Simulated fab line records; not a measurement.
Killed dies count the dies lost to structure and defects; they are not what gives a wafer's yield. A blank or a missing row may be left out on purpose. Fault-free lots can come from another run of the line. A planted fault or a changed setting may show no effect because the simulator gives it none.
What tool caused it? / flow sky130 / 11 lots, 33 wafers sampled, at 5 steps of a route of 708

## WHAT THE GAUGES READ, wafer by wafer
SKY_LDD_LDN_TW_MEAS_13.
lot=L637; measured=day 23 08:24; on=filmMetro-04; LDD_LDN_TW=1467 1467 1465
lot=L639; measured=day 24 07:46; on=filmMetro-03; LDD_LDN_TW=1455 1463 1457
lot=L640; measured=day 24 13:29; on=filmMetro-03; LDD_LDN_TW=1461 1461 1460
lot=L641; measured=day 25 07:25; on=filmMetro-02; LDD_LDN_TW=1464 1455 1457
lot=L644; measured=day 26 05:40; on=filmMetro-04; LDD_LDN_TW=1463 1465 1464
lot=L646; measured=day 26 18:38; on=filmMetro-04; LDD_LDN_TW=1468 1462 1469
lot=L652; measured=day 28 15:20; on=filmMetro-04; LDD_LDN_TW=1456 1459 1455
lot=L654; measured=day 28 19:21; on=filmMetro-04; LDD_LDN_TW=1456 1465 1458
lot=L655; measured=day 29 14:13; on=filmMetro-02; LDD_LDN_TW=1446 1460 1450
lot=L658; measured=day 30 09:21; on=filmMetro-04; LDD_LDN_TW=1468 1464 1466
lot=L660; measured=day 31 01:12; on=filmMetro-03; LDD_LDN_TW=1460 1459 1461

SKY_SD_P_OVL_MEAS_08.
lot=L637; measured=day 25 21:47; on=overlay-01; SD_P_OVL (nm)=-1.4 1.3 0.1
lot=L639; measured=day 26 20:47; on=overlay-01; SD_P_OVL (nm)=-0.3 -0.8 0.7
lot=L640; measured=day 27 03:22; on=overlay-01; SD_P_OVL (nm)=-1.0 -2.1 -3.6
lot=L641; measured=day 27 19:23; on=overlay-01; SD_P_OVL (nm)=0.9 -1.7 -1.1
lot=L644; measured=day 28 17:28; on=overlay-02; SD_P_OVL (nm)=1.6 -0.6 1.1
lot=L646; measured=day 29 05:40; on=overlay-01; SD_P_OVL (nm)=1.3 1.3 0.1
lot=L652; measured=day 31 00:52; on=overlay-01; SD_P_OVL (nm)=0.5 -0.3 1.9
lot=L654; measured=day 31 05:42; on=overlay-01; SD_P_OVL (nm)=-3.1 0.6 -1.5
lot=L655; measured=day 32 00:39; on=overlay-02; SD_P_OVL (nm)=1.0 -0.2 2.2
lot=L658; measured=day 32 19:00; on=overlay-01; SD_P_OVL (nm)=-0.1 0.5 -2.1
lot=L660; measured=day 33 10:29; on=overlay-02; SD_P_OVL (nm)=-0.9 -1.9 -1.7

SKY_LI_CONTACT_THK_MEAS_01.
lot=L637; measured=day 28 09:37; on=filmMetro-02; LI_CONTACT_HDPCVD_THK (nm)=943 944 932
lot=L639; measured=day 29 07:48; on=filmMetro-01; LI_CONTACT_HDPCVD_THK (nm)=930 918 929
lot=L640; measured=day 29 14:32; on=filmMetro-02; LI_CONTACT_HDPCVD_THK (nm)=923 930 934
lot=L641; measured=day 30 04:43; on=filmMetro-04; LI_CONTACT_HDPCVD_THK (nm)=934 934 932
lot=L644; measured=day 31 02:23; on=filmMetro-01; LI_CONTACT_HDPCVD_THK (nm)=931 935 932
lot=L646; measured=day 31 14:31; on=filmMetro-02; LI_CONTACT_HDPCVD_THK (nm)=929 936 1242
lot=L652; measured=day 33 08:35; on=filmMetro-02; LI_CONTACT_HDPCVD_THK (nm)=931 922 926
lot=L654; measured=day 33 13:35; on=filmMetro-02; LI_CONTACT_HDPCVD_THK (nm)=928 917 923
lot=L655; measured=day 34 08:51; on=filmMetro-04; LI_CONTACT_HDPCVD_THK (nm)=923 925 925
lot=L658; measured=day 35 00:08; on=filmMetro-04; LI_CONTACT_HDPCVD_THK (nm)=919 906 911
lot=L660; measured=day 35 17:44; on=filmMetro-04; LI_CONTACT_HDPCVD_THK (nm)=939 936 918

## TOOL THAT RAN EACH LOT (tool first, then ch and the chambers of the sampled wafers, then the start)
lot=L637; SKY_LDD_HVP_STRIP_09=plasmaAsher-04 ch 0,1, day 22 01:34; SKY_LI_CONTACT_HDPCVD_00=hdpcvd-02 ch 0,1,2, day 28 09:31
lot=L639; SKY_LDD_HVP_STRIP_09=plasmaAsher-02 ch 0,1, day 23 01:45; SKY_LI_CONTACT_HDPCVD_00=hdpcvd-01 ch 0,2, day 29 07:42
lot=L640; SKY_LDD_HVP_STRIP_09=plasmaAsher-02 ch 0,1, day 23 06:56; SKY_LI_CONTACT_HDPCVD_00=hdpcvd-01 ch 0,1,2, day 29 14:27
lot=L641; SKY_LDD_HVP_STRIP_09=plasmaAsher-04 ch 0,1, day 24 00:46; SKY_LI_CONTACT_HDPCVD_00=hdpcvd-01 ch 0,2, day 30 04:36
lot=L644; SKY_LDD_HVP_STRIP_09=plasmaAsher-04 ch 0,1, day 24 23:30; SKY_LI_CONTACT_HDPCVD_00=hdpcvd-01 ch 0,2, day 31 02:17
lot=L646; SKY_LDD_HVP_STRIP_09=plasmaAsher-02 ch 0,1, day 25 13:26; SKY_LI_CONTACT_HDPCVD_00=hdpcvd-02 ch 1,2, day 31 14:24
lot=L652; SKY_LDD_HVP_STRIP_09=plasmaAsher-02 ch 0, day 27 09:54; SKY_LI_CONTACT_HDPCVD_00=hdpcvd-01 ch 0,2, day 33 08:29
lot=L654; SKY_LDD_HVP_STRIP_09=plasmaAsher-04 ch 0,1, day 27 15:00; SKY_LI_CONTACT_HDPCVD_00=hdpcvd-01 ch 0,1,2, day 33 13:29
lot=L655; SKY_LDD_HVP_STRIP_09=plasmaAsher-04 ch 0, day 28 08:57; SKY_LI_CONTACT_HDPCVD_00=hdpcvd-01 ch 0,1,2, day 34 08:45
lot=L658; SKY_LDD_HVP_STRIP_09=plasmaAsher-01 ch 0,1, day 29 04:37; SKY_LI_CONTACT_HDPCVD_00=hdpcvd-01 ch 0,1, day 35 00:02
lot=L660; SKY_LDD_HVP_STRIP_09=plasmaAsher-01 ch 1, day 29 21:12; SKY_LI_CONTACT_HDPCVD_00=hdpcvd-02 ch 0,2, day 35 17:38
- SKY_LDD_HVP_STRIP_09: strips in O2/N2.
- SKY_LI_CONTACT_HDPCVD_00: deposits PSG, target thk 930 nm, time 155 s.

## AS READ BY THE TOOLS THEMSELVES (means over the sampled wafers that have a number; for cases with no such wafer, the mark the record gives instead)
SKY_LDD_HVP_STRIP_09.
lot=L637; tool=plasmaAsher-04; drypumpMotorCurrentA (A)=5.5; n2FlowSccm (sccm)=301.0; oesProductAu (a.u.)=0.406; stripTimeToEndpointS (s)=4.146
lot=L639; tool=plasmaAsher-02; drypumpMotorCurrentA (A)=6.1; n2FlowSccm (sccm)=300.0; oesProductAu (a.u.)=0.409; stripTimeToEndpointS (s)=4.154
lot=L640; tool=plasmaAsher-02; drypumpMotorCurrentA (A)=5.7; n2FlowSccm (sccm)=300.0; oesProductAu (a.u.)=0.409; stripTimeToEndpointS (s)=4.153
lot=L641; tool=plasmaAsher-04; drypumpMotorCurrentA (A)=5.7; n2FlowSccm (sccm)=299.5; oesProductAu (a.u.)=0.408; stripTimeToEndpointS (s)=4.120
lot=L644; tool=plasmaAsher-04; drypumpMotorCurrentA (A)=5.7; n2FlowSccm (sccm)=300.4; oesProductAu (a.u.)=0.409; stripTimeToEndpointS (s)=4.126
lot=L646; tool=plasmaAsher-02; drypumpMotorCurrentA (A)=5.7; n2FlowSccm (sccm)=299.4; oesProductAu (a.u.)=0.409; stripTimeToEndpointS (s)=4.126
lot=L652; tool=plasmaAsher-02; drypumpMotorCurrentA (A)=6.4; n2FlowSccm (sccm)=299.5; oesProductAu (a.u.)=0.407; stripTimeToEndpointS (s)=4.121
lot=L654; tool=plasmaAsher-04; drypumpMotorCurrentA (A)=5.5; n2FlowSccm (sccm)=300.3; oesProductAu (a.u.)=0.414; stripTimeToEndpointS (s)=4.138
lot=L655; tool=plasmaAsher-04; drypumpMotorCurrentA (A)=5.4; n2FlowSccm (sccm)=300.3; oesProductAu (a.u.)=0.409; stripTimeToEndpointS (s)=4.143
lot=L658; tool=plasmaAsher-01; drypumpMotorCurrentA (A)=5.3; n2FlowSccm (sccm)=300.1; oesProductAu (a.u.)=0.409; stripTimeToEndpointS (s)=4.145
lot=L660; tool=plasmaAsher-01; drypumpMotorCurrentA (A)=5.3; n2FlowSccm (sccm)=300.5; oesProductAu (a.u.)=0.410; stripTimeToEndpointS (s)=4.128

## THE ANSWER, worked out from the rows above alone
Rule: what is usual is taken from the lots themselves. The widest of any qualifying gaps counts: lots, ordered by their means at a reading, are off when they make up no more than a third of the lots, leave a main group of 4 or more, and stand apart from it by 3 or more times the standard deviation of that group's means. If all means in a main group match to the digits the tables above print for the reading, that group is not used. Also off: a lot with no number at a reading for which 4 or more lots have one. All remaining lots with rows at the step are treated as sound. First the gauges in route order, then the tools' own readings, where a lot's mean is used as printed above. The first step at which some lot is off is used, and at that step the reading that is off furthest; a lot without a number counts as furthest.
Off: at SKY_LI_CONTACT_THK_MEAS_01 (LI_CONTACT_HDPCVD_THK), L646. The main group has a mean of 928 nm with a standard deviation of 7.1.
If a tool, at a process step before that reading, ran all the lots that are off and no sound lot after the first of them, it fits. Those tools and the gauges at SKY_LI_CONTACT_THK_MEAS_01 are tried in the same way. Not one of the candidates tried fits.

## WHAT WAS PUT IN BY THE SIMULATOR
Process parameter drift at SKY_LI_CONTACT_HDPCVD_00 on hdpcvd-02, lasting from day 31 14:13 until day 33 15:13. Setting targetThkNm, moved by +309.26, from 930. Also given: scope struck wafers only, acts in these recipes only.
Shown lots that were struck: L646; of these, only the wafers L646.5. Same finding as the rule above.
